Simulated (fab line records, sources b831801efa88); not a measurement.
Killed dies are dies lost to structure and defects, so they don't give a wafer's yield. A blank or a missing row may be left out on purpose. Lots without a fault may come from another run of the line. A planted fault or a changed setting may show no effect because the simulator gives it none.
Tool commonality check | flow sky130 | 11 lots, 39 wafers sampled

WHY IT WAS OPENED
At SKY_VIA4_THK_MEAS_01 the reading VIA4_HDPCVD_THK is flagged on 2 of 11 lots. Wafers without a fault read 1747 nm, standard deviation 20.
Rule: a lot is flagged when every wafer of it that has a number lies more than 4 standard deviations from that mean, or none has a number. The other lots count as sound.

lot  | measured     | on            | VIA4_HDPCVD_THK (nm), wafer by wafer | flag
L937 | day 41 15:03 | film_metro-04 | 1785 1761 1773                       |
L936 | day 41 18:04 | film_metro-03 | 1775 1747 1767                       |
L938 | day 42 02:56 | film_metro-04 | 1749 1773 1738                       |
L939 | day 42 07:35 | film_metro-02 | 1770 1731 1771                       |
L942 | day 43 06:50 | film_metro-02 | 1754 1759 1751                       |
L944 | day 43 21:41 | film_metro-04 | 1732 1725 1717                       |
L945 | day 44 06:45 | film_metro-02 | 1731 1768 1778                       |
L949 | day 45 07:25 | film_metro-03 | 1743 1773 1748                       |
L954 | day 46 08:01 | film_metro-04 | 2519 2565 2552 2519 2564 2550        | FLAGGED
L955 | day 46 11:28 | film_metro-04 | 2514 2520 2557 2515 2522 2558        | FLAGGED
L959 | day 47 21:12 | film_metro-02 | 1725 1708 1754                       |
The numbers of the flagged lots are 2538 nm on average: +791 nm against the usual, or +40 standard deviations.

WHICH TOOL RAN EACH LOT
The record holds 3 process steps before the reading, out of a route of 708 steps. In each cell: the tool, then ch and the chambers that the sampled wafers went through, then the start.
lot  | flag    | SKY_VIA3_CMP_24               | SKY_METAL4_STRIP_19                  | SKY_VIA4_HDPCVD_00
L937 |         | cmp-01 ch 1,2, day 39 12:05   | plasma_asher-03 ch 0,1, day 41 14:15 | hdpcvd-01 ch 0,2, day 41 14:52
L936 |         | cmp-02 ch 0,1,3, day 39 14:47 | plasma_asher-02 ch 0,1, day 41 17:15 | hdpcvd-01 ch 0,1,2, day 41 17:53
L938 |         | cmp-02 ch 0,2,3, day 39 23:46 | plasma_asher-01 ch 0,1, day 42 02:10 | hdpcvd-01 ch 0,1,2, day 42 02:45
L939 |         | cmp-02 ch 0,1,3, day 40 05:05 | plasma_asher-01 ch 0,1, day 42 06:48 | hdpcvd-01 ch 1,2, day 42 07:24
L942 |         | cmp-01 ch 0,2,3, day 41 05:55 | plasma_asher-01 ch 0,1, day 43 06:03 | hdpcvd-02 ch 1,2, day 43 06:38
L944 |         | cmp-02 ch 0,2,3, day 41 20:41 | plasma_asher-01 ch 0,1, day 43 20:54 | hdpcvd-02 ch 0,1,2, day 43 21:29
L945 |         | cmp-02 ch 0,2,3, day 42 06:18 | plasma_asher-02 ch 0,1, day 44 05:57 | hdpcvd-01 ch 1,2, day 44 06:34
L949 |         | cmp-01 ch 2,3, day 43 08:26   | plasma_asher-01 ch 0,1, day 45 06:36 | hdpcvd-01 ch 1,2, day 45 07:14
L954 | FLAGGED | cmp-01 ch 0,2,3, day 44 10:17 | plasma_asher-02 ch 1, day 46 06:37   | hdpcvd-01 ch 1,2, day 46 07:44
L955 | FLAGGED | cmp-02 ch 0,3, day 44 13:45   | plasma_asher-01 ch 0,1, day 46 10:22 | hdpcvd-01 ch 0,2, day 46 11:16
L959 |         | cmp-01 ch 0,1,3, day 46 02:42 | plasma_asher-02 ch 0, day 47 20:23   | hdpcvd-02 ch 0,1,2, day 47 21:01
What these steps do:
- SKY_VIA3_CMP_24: polishes, stops on SiO2, t overpolish 20 s, target thk 0 nm.
- SKY_METAL4_STRIP_19: strips in O2/N2.
- SKY_VIA4_HDPCVD_00: deposits SiO2, target thk 1750 nm, time 291.7 s.
- SKY_VIA4_THK_MEAS_01

FLAGGED OVER TOTAL, TOOL BY TOOL (the gauges that took the reading come last)
step                 | tool            | lots run | flagged | share of the flagged lots | sound lots run after its first flagged lot
SKY_VIA3_CMP_24      | cmp-01          | 5        | 1       | some                      | 1 (L959)
SKY_VIA3_CMP_24      | cmp-02          | 6        | 1       | some                      | 0
SKY_METAL4_STRIP_19  | plasma_asher-01 | 6        | 1       | some                      | 0
SKY_METAL4_STRIP_19  | plasma_asher-02 | 4        | 1       | some                      | 1 (L959)
SKY_METAL4_STRIP_19  | plasma_asher-03 | 1        | 0       | none                      | -
SKY_VIA4_HDPCVD_00   | hdpcvd-01       | 8        | 2       | all                       | 0
SKY_VIA4_HDPCVD_00   | hdpcvd-02       | 3        | 0       | none                      | -
SKY_VIA4_THK_MEAS_01 | film_metro-02   | 4        | 0       | none                      | -
SKY_VIA4_THK_MEAS_01 | film_metro-03   | 2        | 0       | none                      | -
SKY_VIA4_THK_MEAS_01 | film_metro-04   | 5        | 2       | all                       | 0

WHAT THE TABLE ALLOWS
2 rows of the table ran every flagged lot: hdpcvd-01 at SKY_VIA4_HDPCVD_00, film_metro-04 at SKY_VIA4_THK_MEAS_01.
- hdpcvd-01 at SKY_VIA4_HDPCVD_00: 2 of its 8 lots flagged. Its last sound lot is L949 (day 45 07:14), its first flagged lot L954 (day 46 07:44): a fault that began between those two fits. Its own readings lie more than 4 standard deviations out on every wafer of the flagged lots: run_length_s.
- film_metro-04 at SKY_VIA4_THK_MEAS_01: 2 of its 5 lots flagged. Its last sound lot is L944 (day 43 21:41), its first flagged lot L954 (day 46 08:01): a fault that began between those two fits.
Counting lots can't tell these 2 tools apart, because each fits a fault that began at some hour. More lots, or a look at what each step does to the wafer, might.

WHAT THE SIMULATOR HAD PUT IN
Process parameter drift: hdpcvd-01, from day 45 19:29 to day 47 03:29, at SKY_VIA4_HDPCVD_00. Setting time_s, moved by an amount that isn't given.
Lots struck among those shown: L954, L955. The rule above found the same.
